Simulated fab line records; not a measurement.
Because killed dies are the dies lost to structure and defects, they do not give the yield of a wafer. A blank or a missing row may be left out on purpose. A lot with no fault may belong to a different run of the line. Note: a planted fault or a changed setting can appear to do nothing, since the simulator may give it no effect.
fab line records + flow gf180mcu
record:
- lots: 6
- wafers: 18
- last-day: 33
route steps=602 shown CONTACT@314 M1@315
lots untouched by any fault: they come from a run of this same line in which no faults occurred
start-h: start of the lot's first displayed wafer, in hours after the record's first day + wait-h: hours elapsed since this lot's preceding step + " the same as in the row above + L1.1+2: a row that stands for several wafers + - either no value or no given start + * or withheld: withheld + < > ~ a bound
route shown NAME@n: names a module that has steps shown in the file, with the first one's number in the route + usual: mean and standard deviation over wafers with no fault + same: alike in all rows + chamber/n: place in a boat + sites: each site's reading + _std_site: standard deviation of those values + _edge_site: mean of outer sites minus mean of inner sites + radius-mm: for every site, how far away it sits from the centre of the wafer + mask NAME#n: copy n + behind: the most recent tool/chamber to have shaped the wafer + hold: reason for holding the lot/hours on hold/outcome of the hold + device: transistor that didn't switch, given as n, p or np + end of line: the route-end tests of the same wafers + a step given without rows: its recipe and nothing more + killed: not the wafer's yield, but the dies lost to structure and defects at the first sort + map: a wafer's dies, x killed, . not, _ none there
set.NAME: setting as actually run; set.NAME@STEP: the setting as run at that earlier step + model.NAME: the simulator's own value behind a step, which no gauge read
lots at selected steps of the route; one table per step, one row per wafer
services: when a tool's chamber went out of use (start-h, in hours from the record's first day, below 0 if earlier), for how many hours, and the reason
== steps ==
step: GF_CONTACT_CMP_27
recipe:
- stop-on: SiO2
- down-force-psi: 3.5
- platen-rpm: 60
- t-overpolish-s: 15
- target-thk-nm: 0
- pad-velocity-m-s: 0.94248
step: GF_M1_SPUTTER_00
recipe:
- material: Ti
- target-thk-nm: 37.5
- arriving-ion-energy-ev: 80
- substrate-temp-c: 200
- chamber-pressure-pa: 2
- power-w: 4000
- time-s: 150
usual:
- throttle-valve-pct: 30.0/1
| lot.wafer | tool           | chamber | start-h | wait-h | throttle-valve-pct |
|-----------|----------------|---------|---------|--------|--------------------|
| L421.1    | pvd-sputter-03 | -       | 390.10  | 0.2    | 29.2               |
| L421.4    | "              | -       | "       | "      | 30.7               |
| L421.5    | "              | -       | "       | "      | 30.1               |
| L422.3    | pvd-sputter-03 | -       | 396.79  | 0.2    | 30.7               |
| L422.4    | "              | -       | "       | "      | 30.0               |
| L422.6    | "              | -       | "       | "      | 31.0               |
| L425.2    | pvd-sputter-03 | -       | 428.65  | 0.1    | 30.1               |
| L425.3    | "              | -       | "       | "      | 30.7               |
| L425.5    | "              | -       | "       | "      | 29.6               |
| L433.4    | pvd-sputter-03 | -       | 499.98  | 0.2    | 31.3               |
| L433.5    | "              | -       | "       | "      | 30.4               |
| L433.6    | "              | -       | "       | "      | 31.3               |
| L436.3    | pvd-sputter-02 | -       | 520.97  | 0.2    | 28.2               |
| L436.4    | "              | -       | "       | "      | 28.3               |
| L436.6    | "              | -       | "       | "      | 30.5               |
| L438.4    | pvd-sputter-04 | -       | 536.60  | 0.2    | 31.5               |
| L438.5    | "              | -       | "       | "      | 30.1               |
| L438.6    | "              | -       | "       | "      | 31.6               |
step: GF_M1_SPUTTER_01
recipe:
- material: TiN
- target-thk-nm: 30
- power-w: 6500
- time-s: 25
- chamber-pressure-pa: 0.4
usual:
- throttle-valve-pct: 30.0/1
| lot.wafer | tool           | chamber | start-h | wait-h | throttle-valve-pct |
|-----------|----------------|---------|---------|--------|--------------------|
| L421.1    | pvd-sputter-03 | -       | 390.20  | 0.1    | 29.7               |
| L421.4    | "              | -       | "       | "      | 30.6               |
| L421.5    | "              | -       | "       | "      | 29.9               |
| L422.3    | pvd-sputter-03 | -       | 396.89  | 0.1    | 30.5               |
| L422.4    | "              | -       | "       | "      | 29.4               |
| L422.6    | "              | -       | "       | "      | 30.7               |
| L425.2    | pvd-sputter-03 | -       | 428.75  | 0.1    | 29.9               |
| L425.3    | "              | -       | "       | "      | 30.6               |
| L425.5    | "              | -       | "       | "      | 29.7               |
| L433.4    | pvd-sputter-03 | -       | 500.08  | 0.1    | 31.5               |
| L433.5    | "              | -       | "       | "      | 30.7               |
| L433.6    | "              | -       | "       | "      | 31.4               |
| L436.3    | pvd-sputter-02 | -       | 521.07  | 0.1    | 28.6               |
| L436.4    | "              | -       | "       | "      | 28.4               |
| L436.6    | "              | -       | "       | "      | 30.6               |
| L438.4    | pvd-sputter-04 | -       | 536.70  | 0.1    | 31.4               |
| L438.5    | "              | -       | "       | "      | 30.0               |
| L438.6    | "              | -       | "       | "      | 31.7               |
step: GF_M1_SPUTTER_02
recipe:
- material: AlCu
- target-thk-nm: 450
- power-w: 10600
- time-s: 23.9
- chamber-pressure-pa: 0.4
step: GF_M1_SPUTTER_03
recipe:
- material: Ti
- target-thk-nm: 10
- substrate-temp-c: 300
- chamber-pressure-pa: 0.3
- power-w: 3000
- time-s: 6.7
usual:
- throttle-valve-pct: 30.0/1.1
| lot.wafer | tool           | chamber | start-h | wait-h | throttle-valve-pct |
|-----------|----------------|---------|---------|--------|--------------------|
| L421.1    | pvd-sputter-03 | -       | 390.26  | 0.0    | 29.5               |
| L421.4    | "              | -       | "       | "      | 30.9               |
| L421.5    | "              | -       | "       | "      | 30.1               |
| L422.3    | pvd-sputter-03 | -       | 396.95  | 0.0    | 30.8               |
| L422.4    | "              | -       | "       | "      | 29.5               |
| L422.6    | "              | -       | "       | "      | 30.6               |
| L425.2    | pvd-sputter-03 | -       | 428.81  | 0.0    | 30.1               |
| L425.3    | "              | -       | "       | "      | 30.3               |
| L425.5    | "              | -       | "       | "      | 29.6               |
| L433.4    | pvd-sputter-03 | -       | 500.14  | 0.0    | 31.4               |
| L433.5    | "              | -       | "       | "      | 30.6               |
| L433.6    | "              | -       | "       | "      | 31.1               |
| L436.3    | pvd-sputter-02 | -       | 521.14  | 0.0    | 28.5               |
| L436.4    | "              | -       | "       | "      | 28.5               |
| L436.6    | "              | -       | "       | "      | 30.5               |
| L438.4    | pvd-sputter-04 | -       | 536.76  | 0.0    | 31.3               |
| L438.5    | "              | -       | "       | "      | 30.0               |
| L438.6    | "              | -       | "       | "      | 31.9               |
step: GF_M1_SPUTTER_04
recipe:
- material: TiN
- target-thk-nm: 50
- power-w: 6500
- time-s: 41.7
- chamber-pressure-pa: 0.4
usual:
- throttle-valve-pct: 30.0/1
| lot.wafer | tool           | chamber | start-h | wait-h | throttle-valve-pct |
|-----------|----------------|---------|---------|--------|--------------------|
| L421.1    | pvd-sputter-03 | -       | 390.28  | 0.0    | 29.5               |
| L421.4    | "              | -       | "       | "      | 30.5               |
| L421.5    | "              | -       | "       | "      | 29.9               |
| L422.3    | pvd-sputter-03 | -       | 396.97  | 0.0    | 30.6               |
| L422.4    | "              | -       | "       | "      | 29.6               |
| L422.6    | "              | -       | "       | "      | 30.6               |
| L425.2    | pvd-sputter-03 | -       | 428.83  | 0.0    | 30.0               |
| L425.3    | "              | -       | "       | "      | 30.5               |
| L425.5    | "              | -       | "       | "      | 29.5               |
| L433.4    | pvd-sputter-03 | -       | 500.16  | 0.0    | 31.1               |
| L433.5    | "              | -       | "       | "      | 30.8               |
| L433.6    | "              | -       | "       | "      | 31.2               |
| L436.3    | pvd-sputter-02 | -       | 521.16  | 0.0    | 28.6               |
| L436.4    | "              | -       | "       | "      | 28.2               |
| L436.6    | "              | -       | "       | "      | 30.5               |
| L438.4    | pvd-sputter-04 | -       | 536.78  | 0.0    | 31.7               |
| L438.5    | "              | -       | "       | "      | 29.8               |
| L438.6    | "              | -       | "       | "      | 31.5               |
step: GF_M1_RS_MEAS_05
recipe:
- thk-meas-gauge: four-point-probe
- reads: TiN_of_M1_SPUTTER_04+Ti_of_M1_SPUTTER_03+AlCu_of_M1_SPUTTER_02+TiN_of_M1_SPUTTER_01+Ti_of_M1_SPUTTER_00
usual:
- M1_ALCU_RS: 0.0698/0.00092
| lot.wafer | tool          | chamber | start-h | wait-h | M1_ALCU_RS[ohm/sq] |
|-----------|---------------|---------|---------|--------|--------------------|
| L421.1    | film-metro-02 | -       | 390.32  | 0.0    | 0.0698             |
| L421.4    | "             | -       | "       | "      | 0.0694             |
| L421.5    | "             | -       | "       | "      | 0.0702             |
| L422.3    | film-metro-04 | -       | 397.05  | 0.1    | 0.0694             |
| L422.4    | "             | -       | "       | "      | 0.0705             |
| L422.6    | "             | -       | "       | "      | 0.0699             |
| L425.2    | film-metro-02 | -       | 428.89  | 0.0    | 0.0707             |
| L425.3    | "             | -       | "       | "      | 0.0703             |
| L425.5    | "             | -       | "       | "      | 0.0697             |
| L433.4    | film-metro-02 | -       | 500.26  | 0.1    | 0.0682             |
| L433.5    | "             | -       | "       | "      | 0.0701             |
| L433.6    | "             | -       | "       | "      | 0.0684             |
| L436.3    | film-metro-02 | -       | 521.24  | 0.1    | 0.0715             |
| L436.4    | "             | -       | "       | "      | 0.0717             |
| L436.6    | "             | -       | "       | "      | 0.0703             |
| L438.4    | film-metro-04 | -       | 536.88  | 0.1    | 0.0680             |
| L438.5    | "             | -       | "       | "      | 0.0692             |
| L438.6    | "             | -       | "       | "      | 0.0681             |
step: GF_M1_THK_MEAS_06
recipe:
- thk-meas-gauge: xrf
- reads: AlCu_of_M1_SPUTTER_02
usual:
- M1_ALCU_THK: 448/6.4
| lot.wafer | tool          | chamber | start-h | wait-h | M1_ALCU_THK[nm] |
|-----------|---------------|---------|---------|--------|-----------------|
| L421.1    | film-metro-02 | -       | 390.44  | 0.1    | 447             |
| L421.4    | "             | -       | "       | "      | 451             |
| L421.5    | "             | -       | "       | "      | 443             |
| L422.3    | film-metro-04 | -       | 397.15  | 0.1    | 451             |
| L422.4    | "             | -       | "       | "      | 442             |
| L422.6    | "             | -       | "       | "      | 445             |
| L425.2    | film-metro-02 | -       | 429.00  | 0.1    | 444             |
| L425.3    | "             | -       | "       | "      | 448             |
| L425.5    | "             | -       | "       | "      | 448             |
| L433.4    | film-metro-02 | -       | 500.35  | 0.1    | 459             |
| L433.5    | "             | -       | "       | "      | 446             |
| L433.6    | "             | -       | "       | "      | 455             |
| L436.3    | film-metro-02 | -       | 521.34  | 0.1    | 441             |
| L436.4    | "             | -       | "       | "      | 439             |
| L436.6    | "             | -       | "       | "      | 446             |
| L438.4    | film-metro-04 | -       | 536.97  | 0.1    | 461             |
| L438.5    | "             | -       | "       | "      | 454             |
| L438.6    | "             | -       | "       | "      | 461             |
step: GF_M1_DEHYDRATE_07
recipe:
- temp-c: 200
- time-s: 60
step: GF_M1_HMDS_08
recipe:
- prime-time-s: 60
- prime-temp-c: 120
step: GF_M1_COAT_09
recipe:
- resist: KrF
- spin-rpm: withheld
- resist-thk-nm: 1000
step: GF_M1_SOFTBAKE_10
recipe:
- temp-c: 130
- time-s: 60
- resist: KrF
step: GF_M1_EXPOSE_11
recipe:
- mask-id: Metal1
- target-cd-nm: 230
- na: 0.68
- source-shape: conventional
- sigma-outer: 0.6
- dose-mj: 28
same:
- sigma-outer: 0.6
| lot.wafer  | tool           | chamber | start-h | wait-h | mask     |
|------------|----------------|---------|---------|--------|----------|
| L421.1+4+5 | krf-scanner-01 | 0       | 401.84  | -      | Metal1#0 |
| L422.3+4+6 | krf-scanner-01 | 0       | 408.64  | -      | Metal1#0 |
| L425.2+3+5 | krf-scanner-02 | 0       | 441.67  | -      | Metal1#0 |
| L433.4+5+6 | krf-scanner-01 | 0       | 512.34  | -      | Metal1#0 |
| L436.3+4+6 | krf-scanner-01 | 0       | 533.00  | -      | Metal1#0 |
| L438.4+5+6 | krf-scanner-01 | 0       | 548.07  | -      | Metal1#0 |
step: GF_M1_PEB_12
recipe:
- peb-temp-c: 135
- peb-time-s: 90
- resist: KrF
step: GF_M1_DEVELOP_13
recipe:
- develop-time-s: 60
- dev-temp-c: 21
step: GF_M1_CD_MEAS_14
recipe:
- target-cd-nm: 230
usual:
- cd-nm: 230.4/1
| lot.wafer | tool      | chamber | start-h | wait-h | cd-nm |
|-----------|-----------|---------|---------|--------|-------|
| L421.1    | cd-sem-01 | -       | 413.41  | 0.1    | 232.3 |
| L421.4    | "         | -       | "       | "      | 231.5 |
| L421.5    | "         | -       | "       | "      | 232.3 |
| L422.3    | cd-sem-01 | -       | 420.55  | 0.1    | 231.8 |
| L422.4    | "         | -       | "       | "      | 231.5 |
| L422.6    | "         | -       | "       | "      | 230.8 |
| L425.2    | cd-sem-02 | -       | 453.52  | 0.1    | 230.6 |
| L425.3    | "         | -       | "       | "      | 230.4 |
| L425.5    | "         | -       | "       | "      | 230.6 |
| L433.4    | cd-sem-02 | -       | 523.26  | 0.1    | 228.8 |
| L433.5    | "         | -       | "       | "      | 229.0 |
| L433.6    | "         | -       | "       | "      | 228.1 |
| L436.3    | cd-sem-01 | -       | 544.10  | 0.1    | 230.1 |
| L436.4    | "         | -       | "       | "      | 175.2 |
| L436.6    | "         | -       | "       | "      | 176.9 |
| L438.4    | cd-sem-02 | -       | 559.65  | 0.1    | 173.9 |
| L438.5    | "         | -       | "       | "      | 229.5 |
| L438.6    | "         | -       | "       | "      | 174.2 |
step: GF_M1_OVL_MEAS_15
usual:
- M1_OVL: -2/5
| lot.wafer | tool       | chamber | start-h | wait-h | M1_OVL[nm] |
|-----------|------------|---------|---------|--------|------------|
| L421.1    | overlay-01 | -       | 413.53  | 0.1    | -4         |
| L421.4    | "          | -       | "       | "      | -8         |
| L421.5    | "          | -       | "       | "      | -3         |
| L422.3    | overlay-02 | -       | 420.64  | 0.1    | -7         |
| L422.4    | "          | -       | "       | "      | -7         |
| L422.6    | "          | -       | "       | "      | -4         |
| L425.2    | overlay-01 | -       | 453.63  | 0.1    | 1          |
| L425.3    | "          | -       | "       | "      | -3         |
| L425.5    | "          | -       | "       | "      | -3         |
| L433.4    | overlay-01 | -       | 523.34  | 0.1    | 0          |
| L433.5    | "          | -       | "       | "      | -7         |
| L433.6    | "          | -       | "       | "      | -7         |
| L436.3    | overlay-02 | -       | 544.19  | 0.1    | 0          |
| L436.4    | "          | -       | "       | "      | 6          |
| L436.6    | "          | -       | "       | "      | 2          |
| L438.4    | overlay-01 | -       | 559.72  | 0.1    | -1         |
| L438.5    | "          | -       | "       | "      | -3         |
| L438.6    | "          | -       | "       | "      | -4         |
step: GF_M1_METAL_ETCH_16
recipe:
- chemistry: Cl2/BCl3
- mask-material: KrF
- target-depth-nm: 627.5
- stop-on: SiO2
- pressure-mtorr: 8
- icp-w: 800
- bias-w: 140
- Cl2_flow_sccm: 80
- bcl3-flow-sccm: 40
- time-s: 104.6
usual:
- drypump-motor-current-A: 5.20/0.29
- oes-product-au: 0.969/0.0076
- rf-fwd-power-W: 795.9/2.5
- throttle-valve-pct: 28.254/0.012
| lot.wafer | tool         | chamber | start-h | wait-h | drypump-motor-current-A | oes-product-au | rf-fwd-power-W | rf-hours-counter-h | throttle-valve-pct | model.M1.cd-nm |
|-----------|--------------|---------|---------|--------|-------------------------|----------------|----------------|--------------------|--------------------|----------------|
| L421.1    | rie-metal-02 | 1       | 413.56  | 0.0    | 5.10                    | 0.972          | 794.1          | 7                  | 28.254             | 237.4          |
| L421.4    | "            | 0       | "       | "      | 5.48                    | 0.969          | 794.2          | -                  | 28.252             | 229.7          |
| L421.5    | "            | 1       | "       | "      | 5.14                    | 0.967          | 798.0          | -                  | 28.247             | 234.4          |
| L422.3    | rie-metal-03 | 0       | 420.70  | 0.1    | 5.67                    | 0.964          | 794.1          | -                  | 28.253             | 238.2          |
| L422.4    | "            | 1       | "       | "      | 4.91                    | 0.965          | 798.9          | -                  | 28.259             | 232.8          |
| L422.6    | "            | 0       | "       | "      | 5.69                    | 0.968          | 794.9          | -                  | 28.261             | 237            |
| L425.2    | rie-metal-03 | 0       | 453.70  | 0.1    | 5.63                    | 0.959          | 792.7          | -                  | 28.256             | 229            |
| L425.3    | "            | 0       | "       | "      | 5.65                    | 0.970          | 792.1          | -                  | 28.261             | 230.5          |
| L425.5    | "            | 0       | "       | "      | 5.66                    | 0.969          | 792.1          | -                  | 28.246             | 231.7          |
| L433.4    | rie-metal-01 | 0       | 523.40  | 0.0    | 5.01                    | 0.995          | 794.2          | -                  | 28.255             | 231.1          |
| L433.5    | "            | 1       | "       | "      | 5.31                    | 0.974          | 790.0          | -                  | 28.250             | 223.9          |
| L433.6    | "            | 0       | "       | "      | 4.99                    | 0.984          | 795.7          | -                  | 28.236             | 231.3          |
| L436.3    | rie-metal-01 | 1       | 544.25  | 0.1    | 5.33                    | 0.959          | 794.8          | -                  | 28.273             | 222.5          |
| L436.4    | "            | 0       | "       | "      | 5.02                    | 0.955          | 796.3          | -                  | 28.265             | 174.7          |
| L436.6    | "            | 0       | "       | "      | 5.03                    | 0.966          | 796.0          | -                  | 28.261             | 174.6          |
| L438.4    | rie-metal-01 | 0       | 559.78  | 0.0    | 5.01                    | 0.984          | 799.1          | -                  | 28.227             | 173.1          |
| L438.5    | "            | 1       | "       | "      | 5.31                    | 0.983          | 797.4          | -                  | 28.263             | 219.4          |
| L438.6    | "            | 0       | "       | "      | 5.01                    | 0.978          | 799.7          | -                  | 28.227             | 172.1          |
step: GF_M1_STRIP_17
recipe:
- chemistry: O2/N2
- power-w: 1400
- pressure-mtorr: 1500
- platen-temp-c: 250
- o2-flow-sccm: 3000
- n2-flow-sccm: 300
- overash-fraction: 0.5
usual:
- drypump-motor-current-A: 5.6/0.45
- heater-power-w: 329/28
- oes-product-au: 0.559/0.005
- strip-time-to-endpoint-s: 7.89/0.055
| lot.wafer | tool            | chamber | start-h | wait-h | drypump-motor-current-A | heater-power-w | oes-product-au | rf-hours-counter-h | strip-time-to-endpoint-s |
|-----------|-----------------|---------|---------|--------|-------------------------|----------------|----------------|--------------------|--------------------------|
| L421.1    | plasma-asher-03 | 0       | 413.68  | 0.1    | 6.4                     | 322            | 0.565          | 63                 | 7.91                     |
| L421.4    | "               | 1       | "       | "      | 5.2                     | 286            | 0.550          | -                  | 7.82                     |
| L421.5    | "               | 1       | "       | "      | 5.2                     | 281            | 0.556          | -                  | 7.90                     |
| L422.3    | plasma-asher-01 | 0       | 420.81  | 0.1    | 5.6                     | 331            | 0.565          | -                  | 7.98                     |
| L422.4    | "               | 1       | "       | "      | 5.8                     | 354            | 0.559          | -                  | 7.94                     |
| L422.6    | "               | 0       | "       | "      | 5.6                     | 338            | 0.560          | -                  | 7.99                     |
| L425.2    | plasma-asher-04 | 0       | 453.88  | 0.1    | 5.2                     | 315            | 0.555          | 81                 | 7.94                     |
| L425.3    | "               | 0       | "       | "      | 5.2                     | 318            | 0.565          | -                  | 7.92                     |
| L425.5    | "               | 1       | "       | "      | 5.4                     | 372            | 0.562          | -                  | 7.98                     |
| L433.4    | plasma-asher-03 | 0       | 523.50  | 0.1    | 6.4                     | 322            | 0.550          | -                  | 7.88                     |
| L433.5    | "               | 1       | "       | "      | 5.2                     | 275            | 0.564          | -                  | 7.87                     |
| L433.6    | "               | 0       | "       | "      | 6.4                     | 332            | 0.561          | -                  | 7.86                     |
| L436.3    | plasma-asher-04 | 0       | 544.36  | 0.1    | 5.2                     | 311            | 0.556          | -                  | 7.77                     |
| L436.4    | "               | 1       | "       | "      | 5.4                     | 373            | 0.558          | -                  | 7.81                     |
| L436.6    | "               | 0       | "       | "      | 5.1                     | 313            | 0.551          | -                  | 7.81                     |
| L438.4    | plasma-asher-03 | 0       | 559.89  | 0.1    | 6.4                     | 321            | 0.556          | -                  | 7.83                     |
| L438.5    | "               | 0       | "       | "      | 6.4                     | 318            | 0.558          | -                  | 7.85                     |
| L438.6    | "               | 1       | "       | "      | 5.2                     | 288            | 0.552          | -                  | 7.83                     |
== services ==
| tool            | chamber | start-h | hours | kind                   |
|-----------------|---------|---------|-------|------------------------|
| rie-metal-02    | -       | 388.32  | 2.4   | repair                 |
| krf-scanner-02  | -       | 390.92  | 4.0   | pm                     |
| krf-scanner-01  | -       | 412.92  | 5.2   | repair                 |
| krf-scanner-01  | -       | 420.27  | 1.0   | pm                     |
| plasma-asher-01 | -       | 421.25  | 9.0   | pm                     |
| krf-scanner-01  | -       | 422.97  | 0.6   | repair                 |
| pvd-sputter-03  | 3       | 430.73  | -     | consumable-replace:kit |
| pvd-sputter-03  | 3       | 430.73  | 18.0  | scheduled-down         |
| krf-scanner-02  | -       | 435.08  | 0.8   | pm                     |
| krf-scanner-01  | -       | 441.01  | 3.3   | repair                 |
| krf-scanner-01  | -       | 444.35  | 1.3   | pm                     |
| plasma-asher-04 | -       | 447.92  | 2.8   | pm                     |
| krf-scanner-02  | -       | 449.52  | 1.0   | pm                     |
| krf-scanner-01  | -       | 464.69  | 4.4   | repair                 |
| plasma-asher-04 | -       | 465.11  | 13.4  | repair                 |
| krf-scanner-02  | -       | 465.41  | 0.6   | repair                 |
| pvd-sputter-03  | -       | 474.38  | 5.7   | repair                 |
| krf-scanner-02  | -       | 484.63  | 4.4   | pm                     |
| krf-scanner-01  | -       | 489.00  | 0.8   | pm                     |
| rie-metal-02    | -       | 540.60  | 0.7   | repair                 |
| krf-scanner-02  | -       | 541.63  | 1.3   | pm                     |
| pvd-sputter-02  | -       | 546.71  | 1.0   | repair                 |
| pvd-sputter-04  | -       | 548.40  | 0.5   | repair                 |
| rie-metal-03    | 1       | 556.39  | 1.1   | repair                 |
== key ==
first-sign:
- step: GF_M1_CD_MEAS_14
- reading: cd-nm
- direction: down
- sigmas: 54
- usual: 230.4
- struck: 175.0
effect none on later readings
model-effect:
- step: GF_M1_METAL_ETCH_16
- value: M1.cd-nm
- without: 228.3
- struck: 173.6
met-at GF_M1_EXPOSE_11
struck-wafers L436.4,L436.6,L438.4,L438.6
later-rows-left-out L436.4,L436.6,L438.4,L438.6
sort-left-out L436.4,L436.6,L438.4,L438.6
onset-between 512.34 533.00
fault:
- kind: process-parameter-drift
- tool: krf-scanner-01
- chamber: -
- onset-h: 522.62
- steps: GF_M1_EXPOSE_11
- channel: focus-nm
- offset: 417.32
- shape: step
- end-h: 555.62
- scope: struck-wafers-only
sort-left-out: the simulated sort isn't trusted on such a fault, so these wafers' sort isn't shown, and their yield isn't known
later-rows-left-out: the simulator's readings of these wafers behind a module that went badly wrong aren't trusted and aren't shown, but for the sort
